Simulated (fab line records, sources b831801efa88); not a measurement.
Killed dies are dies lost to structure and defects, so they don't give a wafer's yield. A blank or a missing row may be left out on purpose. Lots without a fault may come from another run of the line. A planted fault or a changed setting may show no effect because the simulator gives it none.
Problem report in the 8D (eight disciplines) form, filled by code | flow sfq_line | the parts of the form that need people (team, actions taken, sign-off) are left out

1. THE PROBLEM
M0_NB_RS at SFQ_M0_RS_MEAS_904 reads a mean of 0.750 ohm/sq on 2 wafers of 2 lots; wafers without a fault read 0.891 ohm/sq with a standard deviation of 0.0086. That is -16 standard deviations from the usual mean.
The step: measures by four-point-probe.
First seen on wafer L232.6, day 11 17:07, on film_metro-01. The record holds 42 wafers of 14 lots with a number at this step. Rule for "out", or "out of limits": more than 4 standard deviations from the usual mean. The other wafers with a number count as sound.

2. WHAT IT IS AND WHAT IT IS NOT
question                    | is                           | is not
which readings at this step | M0_NB_RS                     | -
which lots                  | L232, L233                   | L219, L220, L224, L225, L227, L235, L236, L237, L238, L239, L241, L242
which wafers of those lots  | L232.6, L233.6               | L232.4, L232.5, L233.2, L233.5
read on which gauges        | film_metro-01, film_metro-03 | film_metro-02
when                        | from day 11 17:07            | up to then (17 sound wafers); but 23 sound wafers of L233, L235, L236, L237, L238, L239, L241, L242 came after

3. SUSPECTS, AND WHAT RULES EACH OUT
Counting: a tool at a process step up to the reading stays a suspect if it ran every lot that is out. Sound lots after the first of them don't rule it out here, since some wafers of a struck lot are sound.
- the gauge at SFQ_M0_RS_MEAS_904: ruled out. The wafers that are out were read on 2 gauges (film_metro-01, film_metro-03).
- pvd_sputter-03 at SFQ_TRILAYER_M0_DEP_SPUTTER_019 (material Nb, target thk 200 nm, time 133.3 s): kept. It ran every lot that is out, first L232 (day 11 16:58); its last sound lot up to then is L227 (day 10 07:22).
Left after counting: pvd_sputter-03 at SFQ_TRILAYER_M0_DEP_SPUTTER_019.

4. THE CAUSE (what the simulator had put in)
Process parameter drift: pvd_sputter-03, from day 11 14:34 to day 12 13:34, at SFQ_TRILAYER_M0_DEP_SPUTTER_019. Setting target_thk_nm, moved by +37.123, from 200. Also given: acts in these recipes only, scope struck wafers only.
Counting left only this tool.

5. THE CHAIN OF EFFECTS, in route order
Each row: a reading whose mean over the struck wafers that have a number lies more than 3 standard deviations from the usual. Only readings for which the record gives a usual standard deviation are gone through. hours: the time from each lot's start at the first step in this table that gives one to its start at this step, as a median over the lots. sigmas: the change in usual standard deviations.
hours | step                                | reading        | usual        | on struck wafers | change | sigmas
0     | SFQ_M0_RS_MEAS_904                  | M0_NB_RS       | 0.891 ohm/sq | 0.750            | -0.141 | -16
126   | SFQ_TRILAYER_M0_ETCH_METAL_ETCH_024 | oes_product_au | 0.894 a.u.   | 0.991            | +0.097 | +15
The process steps in it:
- SFQ_TRILAYER_M0_ETCH_METAL_ETCH_024: etches Nb in Cl2/Ar, stops on SiO2, target depth 240 nm, time 120 s.

6. WHAT WOULD HAVE CAUGHT IT SOONER
In this record the first reading out of limits at a measuring or inspecting step was taken at day 11 17:07, 3 hours after the fault began at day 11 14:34.
Of the tool readings at SFQ_TRILAYER_M0_DEP_SPUTTER_019 for which the record gives a usual standard deviation, none was out on any struck wafer, so an alarm limit of 4 standard deviations on them would not have fired.
Of the lots that are out (2), L233 began SFQ_TRILAYER_M0_DEP_SPUTTER_019 on pvd_sputter-03 after day 11 17:07. A hold on the tool at that time would have spared it.
